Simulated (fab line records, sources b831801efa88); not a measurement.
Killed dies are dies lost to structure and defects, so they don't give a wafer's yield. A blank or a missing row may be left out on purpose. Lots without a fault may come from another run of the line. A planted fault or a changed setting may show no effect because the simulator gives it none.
Which tool did it? | flow gf180mcu | 6 lots, 18 wafers sampled, at 3 steps of a route of 602

WHAT THE GAUGES READ, wafer by wafer
GF_M3_CD_MEAS_14: target cd 280 nm.
lot  | measured     | on        | cd_nm (nm)
L815 | day 22 05:08 | cd_sem-01 | 278.7 280.6 280.2
L823 | day 23 06:02 | cd_sem-02 | 279.3 280.6 280.0
L826 | day 24 08:20 | cd_sem-02 | 278.7 279.6 278.9
L828 | day 25 01:47 | cd_sem-02 | 276.4 279.8 276.3
L835 | day 27 15:02 | cd_sem-02 | 281.5 279.8 280.2
L838 | day 28 11:13 | cd_sem-01 | 282.6 282.2 283.0

WHICH TOOL RAN EACH LOT (tool, then ch and the chambers of the sampled wafers, then the start)
lot  | GF_V1_STRIP_18                       | GF_M3_PEB_12
L815 | plasma_asher-01 ch 1, day 19 02:37   | litho_track-03 ch 0, day 22 04:47
L823 | plasma_asher-03 ch 0,1, day 20 06:46 | litho_track-01 ch 0, day 23 05:41
L826 | plasma_asher-01 ch 1, day 21 08:58   | litho_track-03 ch 0, day 24 07:59
L828 | plasma_asher-01 ch 0, day 22 02:46   | litho_track-01 ch 0, day 25 01:26
L835 | plasma_asher-01 ch 0,1, day 24 16:52 | litho_track-04 ch 0, day 27 14:41
L838 | plasma_asher-02 ch 0,1, day 25 13:30 | litho_track-01 ch 0, day 28 10:54
- GF_V1_STRIP_18: strips in O2/N2.
- GF_M3_PEB_12: peb time 90 s.

THE ANSWER, worked out from the rows above alone
Rule: what is usual is taken from the lots themselves. Put in order of their means at a reading, lots are off if they are a third of the lots or fewer, leave a main group of 4 or more, and stand apart from it by a gap of 3 or more times the standard deviation of the main group's means; of several such gaps the widest counts. A main group whose means are all the same, to the digits that the tables above print for the reading, isn't used. A lot without any number at a reading at which 4 lots or more have one is off too. The other lots that the step has rows for count as sound.
No lot is off at any reading shown: from this, nothing can be told.

WHAT THE SIMULATOR HAD PUT IN
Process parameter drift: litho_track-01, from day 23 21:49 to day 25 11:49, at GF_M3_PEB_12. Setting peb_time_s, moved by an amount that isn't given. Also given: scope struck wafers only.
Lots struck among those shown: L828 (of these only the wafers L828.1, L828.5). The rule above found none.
